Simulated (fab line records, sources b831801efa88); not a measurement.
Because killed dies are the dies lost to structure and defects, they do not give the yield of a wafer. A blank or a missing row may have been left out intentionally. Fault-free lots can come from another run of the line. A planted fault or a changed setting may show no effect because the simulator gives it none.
fab line records / flow gf180mcu
[record] lots = 7 wafers = 21 lastDay = 34
route steps=602 shown MVPSD@82 VT_IMPLANT@90
lots that met no fault: from a run of the same line without faults
startH: start of the lot's first displayed wafer, in hours after the record's first day / waitH: time in hours since the lot's previous step / " as in the row above / L1.1+2: several wafers, shown together as one row / - either no value or no given start / * or withheld: withheld / < > ~ a bound
route shown NAME@n: a module of which the file shows steps, and the number in the route of the first / usual: the fault-free wafers' mean and standard deviation / same: alike in all rows / chamber/n: place in a boat / sites: readings site by site / _std_site: standard deviation of those values / _edge_site: outer sites' mean less inner sites' / radiusMm: for every site, how far away it sits from the centre of the wafer / mask NAME#n: copy n / behind: the tool/chamber that last shaped the wafer / hold: the reason the lot was held/the length of the hold in hours/how it ended / device: the n, p or np transistor that did not switch / end of line: the tests these same wafers got at the end of their route / where a step has no rows: the recipe by itself / killed: not the wafer's yield, but the dies lost to structure and defects at the first sort / map: per-die view of a wafer (x killed, . not killed, _ where there is no die)
set.NAME: the setting the step ran with; set.NAME@STEP: the setting that earlier step ran with / model.NAME: the simulator's own value behind a step, which no gauge read
lots at some steps of the route; a table a step, a row a wafer
services: a tool's chamber out of use, with start hour (startH, from the record's first day; less than 0 if before it), hours out, and reason
[[steps]]
[step GF_MVPSD_EXPOSE_04]
[recipe] maskId = MVPSD targetCdNm = 1000 na = 0.6 sourceShape = conventional sigmaOuter = 0.6 doseMj = 260
[step GF_MVPSD_PEB_05]
[recipe] tempC = 115 timeS = withheld
[step GF_MVPSD_DEVELOP_06]
[recipe] wallAngleDeg = 90 developTimeS = 60 devTempC = 23
[step GF_MVPSD_OVL_MEAS_07]
[usual] MVPSD_OVL = -1.0/1.2
lot.wafer=L714.1 tool=overlay-02 chamber=- startH=104.40 waitH=- MVPSD_OVL[nm]=-3.2
lot.wafer=L714.2 tool=overlay-02 chamber=- startH=104.40 waitH=- MVPSD_OVL[nm]=-2.5
lot.wafer=L714.4 tool=overlay-02 chamber=- startH=104.40 waitH=- MVPSD_OVL[nm]=-2.4
lot.wafer=L720.2 tool=overlay-02 chamber=- startH=136.03 waitH=- MVPSD_OVL[nm]=-2.5
lot.wafer=L720.5 tool=overlay-02 chamber=- startH=136.03 waitH=- MVPSD_OVL[nm]=-2.4
lot.wafer=L720.6 tool=overlay-02 chamber=- startH=136.03 waitH=- MVPSD_OVL[nm]=-2.8
lot.wafer=L726.1 tool=overlay-02 chamber=- startH=172.05 waitH=- MVPSD_OVL[nm]=-2.1
lot.wafer=L726.2 tool=overlay-02 chamber=- startH=172.05 waitH=- MVPSD_OVL[nm]=-1.8
lot.wafer=L726.6 tool=overlay-02 chamber=- startH=172.05 waitH=- MVPSD_OVL[nm]=-3.3
lot.wafer=L727.1 tool=overlay-02 chamber=- startH=177.40 waitH=- MVPSD_OVL[nm]=-2.2
lot.wafer=L727.4 tool=overlay-02 chamber=- startH=177.40 waitH=- MVPSD_OVL[nm]=-2.6
lot.wafer=L727.5 tool=overlay-02 chamber=- startH=177.40 waitH=- MVPSD_OVL[nm]=-0.3
lot.wafer=L728.1 tool=overlay-01 chamber=- startH=185.05 waitH=- MVPSD_OVL[nm]=-1.8
lot.wafer=L728.4 tool=overlay-01 chamber=- startH=185.05 waitH=- MVPSD_OVL[nm]=-1.0
lot.wafer=L728.5 tool=overlay-01 chamber=- startH=185.05 waitH=- MVPSD_OVL[nm]=-0.8
lot.wafer=L732.3 tool=overlay-02 chamber=- startH=209.26 waitH=- MVPSD_OVL[nm]=-0.6
lot.wafer=L732.4 tool=overlay-02 chamber=- startH=209.26 waitH=- MVPSD_OVL[nm]=-1.8
lot.wafer=L732.5 tool=overlay-02 chamber=- startH=209.26 waitH=- MVPSD_OVL[nm]=-1.0
lot.wafer=L735.3 tool=overlay-02 chamber=- startH=235.41 waitH=- MVPSD_OVL[nm]=-1.4
lot.wafer=L735.5 tool=overlay-02 chamber=- startH=235.41 waitH=- MVPSD_OVL[nm]=0.4
lot.wafer=L735.6 tool=overlay-02 chamber=- startH=235.41 waitH=- MVPSD_OVL[nm]=1.5
[step GF_MVPSD_IMPLANT_08]
[recipe] species = B energyKev = 170 doseCm2 = 1.5e+13 tiltDeg = 0
[step GF_MVPSD_IMPLANT_09]
[recipe] species = B energyKev = 40 doseCm2 = 5e+12 tiltDeg = 0
[step GF_MVPSD_STRIP_10]
[recipe] chemistry = O2/N2 powerW = 1400 pressureMtorr = 1500 platenTempC = 250 o2FlowSccm = 3000 n2FlowSccm = 300 overashFraction = 0.5
[usual] drypumpMotorCurrentA = 5.7/0.5 heaterPowerW = 328/21 oesProductAu = 0.722/0.0042 platenTempC = 249.98/0.18 stripTimeToEndpointS = 36.86/0.098
lot.wafer=L714.1 tool=plasmaAsher-03 chamber=0 startH=104.74 waitH=0.1 drypumpMotorCurrentA=5.1 heaterPowerW=331 oesProductAu=0.718 platenTempC=249.86 rfHoursCounterH=43 stripTimeToEndpointS=37.07
lot.wafer=L714.2 tool=plasmaAsher-03 chamber=1 startH=104.74 waitH=0.1 drypumpMotorCurrentA=6.1 heaterPowerW=349 oesProductAu=0.719 platenTempC=249.98 rfHoursCounterH=43 stripTimeToEndpointS=36.95
lot.wafer=L714.4 tool=plasmaAsher-03 chamber=0 startH=104.74 waitH=0.1 drypumpMotorCurrentA=5.1 heaterPowerW=327 oesProductAu=0.724 platenTempC=249.97 rfHoursCounterH=- stripTimeToEndpointS=36.85
lot.wafer=L720.2 tool=plasmaAsher-03 chamber=1 startH=136.36 waitH=0.1 drypumpMotorCurrentA=6.2 heaterPowerW=339 oesProductAu=0.723 platenTempC=249.98 rfHoursCounterH=2 stripTimeToEndpointS=36.78
lot.wafer=L720.5 tool=plasmaAsher-03 chamber=0 startH=136.36 waitH=0.1 drypumpMotorCurrentA=5.0 heaterPowerW=328 oesProductAu=0.717 platenTempC=249.94 rfHoursCounterH=- stripTimeToEndpointS=36.85
lot.wafer=L720.6 tool=plasmaAsher-03 chamber=1 startH=136.36 waitH=0.1 drypumpMotorCurrentA=6.2 heaterPowerW=341 oesProductAu=0.720 platenTempC=249.84 rfHoursCounterH=- stripTimeToEndpointS=36.78
lot.wafer=L726.1 tool=plasmaAsher-03 chamber=0 startH=172.39 waitH=0.1 drypumpMotorCurrentA=5.0 heaterPowerW=323 oesProductAu=0.722 platenTempC=250.03 rfHoursCounterH=5 stripTimeToEndpointS=36.85
lot.wafer=L726.2 tool=plasmaAsher-03 chamber=1 startH=172.39 waitH=0.1 drypumpMotorCurrentA=6.2 heaterPowerW=344 oesProductAu=0.721 platenTempC=249.97 rfHoursCounterH=5 stripTimeToEndpointS=36.96
lot.wafer=L726.6 tool=plasmaAsher-03 chamber=1 startH=172.39 waitH=0.1 drypumpMotorCurrentA=6.2 heaterPowerW=345 oesProductAu=0.720 platenTempC=249.96 rfHoursCounterH=- stripTimeToEndpointS=36.85
lot.wafer=L727.1 tool=plasmaAsher-04 chamber=1 startH=177.74 waitH=0.1 drypumpMotorCurrentA=6.2 heaterPowerW=293 oesProductAu=0.726 platenTempC=250.06 rfHoursCounterH=53 stripTimeToEndpointS=36.79
lot.wafer=L727.4 tool=plasmaAsher-04 chamber=1 startH=177.74 waitH=0.1 drypumpMotorCurrentA=6.2 heaterPowerW=282 oesProductAu=0.715 platenTempC=250.31 rfHoursCounterH=- stripTimeToEndpointS=37.04
lot.wafer=L727.5 tool=plasmaAsher-04 chamber=0 startH=177.74 waitH=0.1 drypumpMotorCurrentA=5.7 heaterPowerW=342 oesProductAu=0.730 platenTempC=250.10 rfHoursCounterH=- stripTimeToEndpointS=36.86
lot.wafer=L728.1 tool=plasmaAsher-04 chamber=1 startH=185.39 waitH=0.1 drypumpMotorCurrentA=6.2 heaterPowerW=286 oesProductAu=0.724 platenTempC=250.14 rfHoursCounterH=53 stripTimeToEndpointS=36.88
lot.wafer=L728.4 tool=plasmaAsher-04 chamber=1 startH=185.39 waitH=0.1 drypumpMotorCurrentA=6.2 heaterPowerW=297 oesProductAu=0.716 platenTempC=250.00 rfHoursCounterH=- stripTimeToEndpointS=36.99
lot.wafer=L728.5 tool=plasmaAsher-04 chamber=1 startH=185.39 waitH=0.1 drypumpMotorCurrentA=6.2 heaterPowerW=282 oesProductAu=0.721 platenTempC=249.74 rfHoursCounterH=- stripTimeToEndpointS=36.89
lot.wafer=L732.3 tool=plasmaAsher-03 chamber=1 startH=209.62 waitH=0.1 drypumpMotorCurrentA=6.1 heaterPowerW=338 oesProductAu=0.719 platenTempC=250.46 rfHoursCounterH=- stripTimeToEndpointS=36.87
lot.wafer=L732.4 tool=plasmaAsher-03 chamber=0 startH=209.62 waitH=0.1 drypumpMotorCurrentA=5.1 heaterPowerW=321 oesProductAu=0.719 platenTempC=249.85 rfHoursCounterH=- stripTimeToEndpointS=36.84
lot.wafer=L732.5 tool=plasmaAsher-03 chamber=0 startH=209.62 waitH=0.1 drypumpMotorCurrentA=5.0 heaterPowerW=330 oesProductAu=0.720 platenTempC=249.96 rfHoursCounterH=- stripTimeToEndpointS=36.82
lot.wafer=L735.3 tool=plasmaAsher-03 chamber=0 startH=235.77 waitH=0.1 drypumpMotorCurrentA=5.1 heaterPowerW=318 oesProductAu=0.719 platenTempC=250.01 rfHoursCounterH=- stripTimeToEndpointS=36.73
lot.wafer=L735.5 tool=plasmaAsher-03 chamber=1 startH=235.77 waitH=0.1 drypumpMotorCurrentA=6.1 heaterPowerW=340 oesProductAu=0.721 platenTempC=249.91 rfHoursCounterH=- stripTimeToEndpointS=36.71
lot.wafer=L735.6 tool=plasmaAsher-03 chamber=0 startH=235.77 waitH=0.1 drypumpMotorCurrentA=5.0 heaterPowerW=322 oesProductAu=0.724 platenTempC=250.09 rfHoursCounterH=- stripTimeToEndpointS=36.63
[step GF_MVPSD_TW_MEAS_11]
[usual] MVPSD_TW = 555/6.5
lot.wafer=L714.1 tool=filmMetro-03 chamber=- startH=104.84 waitH=0.1 MVPSD_TW=558
lot.wafer=L714.2 tool=filmMetro-03 chamber=- startH=104.84 waitH=0.1 MVPSD_TW=559
lot.wafer=L714.4 tool=filmMetro-03 chamber=- startH=104.84 waitH=0.1 MVPSD_TW=558
lot.wafer=L720.2 tool=filmMetro-04 chamber=- startH=136.47 waitH=0.1 MVPSD_TW=554
lot.wafer=L720.5 tool=filmMetro-04 chamber=- startH=136.47 waitH=0.1 MVPSD_TW=555
lot.wafer=L720.6 tool=filmMetro-04 chamber=- startH=136.47 waitH=0.1 MVPSD_TW=557
lot.wafer=L726.1 tool=filmMetro-04 chamber=- startH=172.49 waitH=0.1 MVPSD_TW=553
lot.wafer=L726.2 tool=filmMetro-04 chamber=- startH=172.49 waitH=0.1 MVPSD_TW=551
lot.wafer=L726.6 tool=filmMetro-04 chamber=- startH=172.49 waitH=0.1 MVPSD_TW=556
lot.wafer=L727.1 tool=filmMetro-04 chamber=- startH=177.84 waitH=0.1 MVPSD_TW=555
lot.wafer=L727.4 tool=filmMetro-04 chamber=- startH=177.84 waitH=0.1 MVPSD_TW=555
lot.wafer=L727.5 tool=filmMetro-04 chamber=- startH=177.84 waitH=0.1 MVPSD_TW=554
lot.wafer=L728.1 tool=filmMetro-04 chamber=- startH=185.49 waitH=0.1 MVPSD_TW=557
lot.wafer=L728.4 tool=filmMetro-04 chamber=- startH=185.49 waitH=0.1 MVPSD_TW=556
lot.wafer=L728.5 tool=filmMetro-04 chamber=- startH=185.49 waitH=0.1 MVPSD_TW=556
lot.wafer=L732.3 tool=filmMetro-04 chamber=- startH=209.71 waitH=0.1 MVPSD_TW=561
lot.wafer=L732.4 tool=filmMetro-04 chamber=- startH=209.71 waitH=0.1 MVPSD_TW=561
lot.wafer=L732.5 tool=filmMetro-04 chamber=- startH=209.71 waitH=0.1 MVPSD_TW=560
lot.wafer=L735.3 tool=filmMetro-04 chamber=- startH=235.86 waitH=0.1 MVPSD_TW=551
lot.wafer=L735.5 tool=filmMetro-04 chamber=- startH=235.86 waitH=0.1 MVPSD_TW=556
lot.wafer=L735.6 tool=filmMetro-04 chamber=- startH=235.86 waitH=0.1 MVPSD_TW=556
[step GF_VT_IMPLANT_DEHYDRATE_00]
[recipe] tempC = 200 timeS = 60
[step GF_VT_IMPLANT_HMDS_01]
[recipe] primeTimeS = 60 primeTempC = 120
[step GF_VT_IMPLANT_COAT_02]
[recipe] resist = NOVOLAK spinRpm = 3000 resistThkNm = 1000
[step GF_VT_IMPLANT_SOFTBAKE_03]
[recipe] tempC = 90 timeS = 60 resist = NOVOLAK
[step GF_VT_IMPLANT_EXPOSE_04]
[recipe] maskId = LVPWELL_LV_AREA targetCdNm = 600 na = 0.6 sourceShape = conventional sigmaOuter = 0.6 doseMj = 140
[usual] exposureDoseMJCm2 = 140.02/0.16 focusOffsetNm = -0.1/0.49
lot.wafer=L714.1 tool=ilineStepper-02 chamber=0 startH=111.43 waitH=- mask=LVPWELL_LV_AREA#0 exposureDoseMJCm2=139.74 focusOffsetNm=0.0
lot.wafer=L714.2 tool=ilineStepper-02 chamber=0 startH=111.43 waitH=- mask=LVPWELL_LV_AREA#0 exposureDoseMJCm2=139.97 focusOffsetNm=0.1
lot.wafer=L714.4 tool=ilineStepper-02 chamber=0 startH=111.43 waitH=- mask=LVPWELL_LV_AREA#0 exposureDoseMJCm2=139.89 focusOffsetNm=0.1
lot.wafer=L720.2 tool=ilineStepper-01 chamber=0 startH=143.73 waitH=- mask=LVPWELL_LV_AREA#0 exposureDoseMJCm2=140.18 focusOffsetNm=-0.1
lot.wafer=L720.5 tool=ilineStepper-01 chamber=0 startH=143.73 waitH=- mask=LVPWELL_LV_AREA#0 exposureDoseMJCm2=140.14 focusOffsetNm=0.2
lot.wafer=L720.6 tool=ilineStepper-01 chamber=0 startH=143.73 waitH=- mask=LVPWELL_LV_AREA#0 exposureDoseMJCm2=139.97 focusOffsetNm=-0.8
lot.wafer=L726.1 tool=ilineStepper-02 chamber=- startH=180.90 waitH=- mask=LVPWELL_LV_AREA#0 exposureDoseMJCm2=- focusOffsetNm=-
lot.wafer=L726.2 tool=ilineStepper-02 chamber=- startH=180.90 waitH=- mask=LVPWELL_LV_AREA#0 exposureDoseMJCm2=- focusOffsetNm=-
lot.wafer=L726.6 tool=ilineStepper-02 chamber=- startH=180.90 waitH=- mask=LVPWELL_LV_AREA#0 exposureDoseMJCm2=- focusOffsetNm=-
lot.wafer=L727.1 tool=ilineStepper-02 chamber=- startH=186.27 waitH=- mask=LVPWELL_LV_AREA#0 exposureDoseMJCm2=- focusOffsetNm=-
lot.wafer=L727.4 tool=ilineStepper-02 chamber=- startH=186.27 waitH=- mask=LVPWELL_LV_AREA#0 exposureDoseMJCm2=- focusOffsetNm=-
lot.wafer=L727.5 tool=ilineStepper-02 chamber=- startH=186.27 waitH=- mask=LVPWELL_LV_AREA#0 exposureDoseMJCm2=- focusOffsetNm=-
lot.wafer=L728.1 tool=ilineStepper-02 chamber=- startH=193.82 waitH=- mask=LVPWELL_LV_AREA#0 exposureDoseMJCm2=- focusOffsetNm=-
lot.wafer=L728.4 tool=ilineStepper-02 chamber=- startH=193.82 waitH=- mask=LVPWELL_LV_AREA#0 exposureDoseMJCm2=- focusOffsetNm=-
lot.wafer=L728.5 tool=ilineStepper-02 chamber=- startH=193.82 waitH=- mask=LVPWELL_LV_AREA#0 exposureDoseMJCm2=- focusOffsetNm=-
lot.wafer=L732.3 tool=ilineStepper-01 chamber=0 startH=218.71 waitH=- mask=LVPWELL_LV_AREA#0 exposureDoseMJCm2=140.25 focusOffsetNm=0.5
lot.wafer=L732.4 tool=ilineStepper-01 chamber=0 startH=218.71 waitH=- mask=LVPWELL_LV_AREA#0 exposureDoseMJCm2=140.18 focusOffsetNm=0.2
lot.wafer=L732.5 tool=ilineStepper-01 chamber=0 startH=218.71 waitH=- mask=LVPWELL_LV_AREA#0 exposureDoseMJCm2=140.32 focusOffsetNm=-0.1
lot.wafer=L735.3 tool=ilineStepper-02 chamber=0 startH=245.26 waitH=- mask=LVPWELL_LV_AREA#0 exposureDoseMJCm2=140.12 focusOffsetNm=0.0
lot.wafer=L735.5 tool=ilineStepper-02 chamber=0 startH=245.26 waitH=- mask=LVPWELL_LV_AREA#0 exposureDoseMJCm2=139.91 focusOffsetNm=0.6
lot.wafer=L735.6 tool=ilineStepper-02 chamber=0 startH=245.26 waitH=- mask=LVPWELL_LV_AREA#0 exposureDoseMJCm2=140.02 focusOffsetNm=0.1
[step GF_VT_IMPLANT_PEB_05]
[recipe] tempC = withheld timeS = * resist = NOVOLAK
[[services]]
tool=ilineStepper-01 chamber=- startH=93.37 hours=1.7 kind=pm
tool=plasmaAsher-03 chamber=- startH=108.75 hours=9.0 kind=pm
tool=plasmaAsher-03 chamber=0 startH=108.75 hours=9.0 kind=ventCycle
tool=plasmaAsher-03 chamber=1 startH=108.75 hours=9.0 kind=ventCycle
tool=plasmaAsher-03 chamber=0 startH=117.75 hours=- kind=clean
tool=plasmaAsher-03 chamber=1 startH=117.75 hours=- kind=clean
tool=ilineStepper-01 chamber=- startH=193.24 hours=7.7 kind=repair
tool=ilineStepper-02 chamber=- startH=218.70 hours=4.3 kind=repair
[[key]]
[firstSign] step = GF_VT_IMPLANT_EXPOSE_04 reading = toolRecord direction = missing
effect none on later readings
metAt GF_VT_IMPLANT_EXPOSE_04
struckWafers L726.1,L726.2,L726.6,L727.1,L727.4,L727.5,L728.1,L728.4,L728.5
laterRowsLeftOut L726.1,L726.2,L726.6,L727.1,L727.4,L727.5,L728.1,L728.4,L728.5
sortLeftOut L726.1,L726.2,L726.6,L727.1,L727.4,L727.5,L728.1,L728.4,L728.5
testerLeftOut L726,L727,L728
onsetBetween 111.43 180.90
[fault] kind = skippedStepWhole tool = ilineStepper-02 chamber = - onsetH = 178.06 steps = GF_VT_IMPLANT_EXPOSE_04 scope = struckLotsOnly
// testerLeftOut: of these lots the tester's yield and bins aren't shown, on N5 and GAA mostly nor the transistor test; their killed dies are dies lost to structure and defects alone, not to doping, threshold or leakage, so they don't give the yield
// sortLeftOut: the simulated sort isn't trusted on such a fault, so these wafers' sort isn't shown, and their yield isn't known
// laterRowsLeftOut: the simulator's readings of these wafers behind a module that went badly wrong aren't trusted and aren't shown, but for the sort
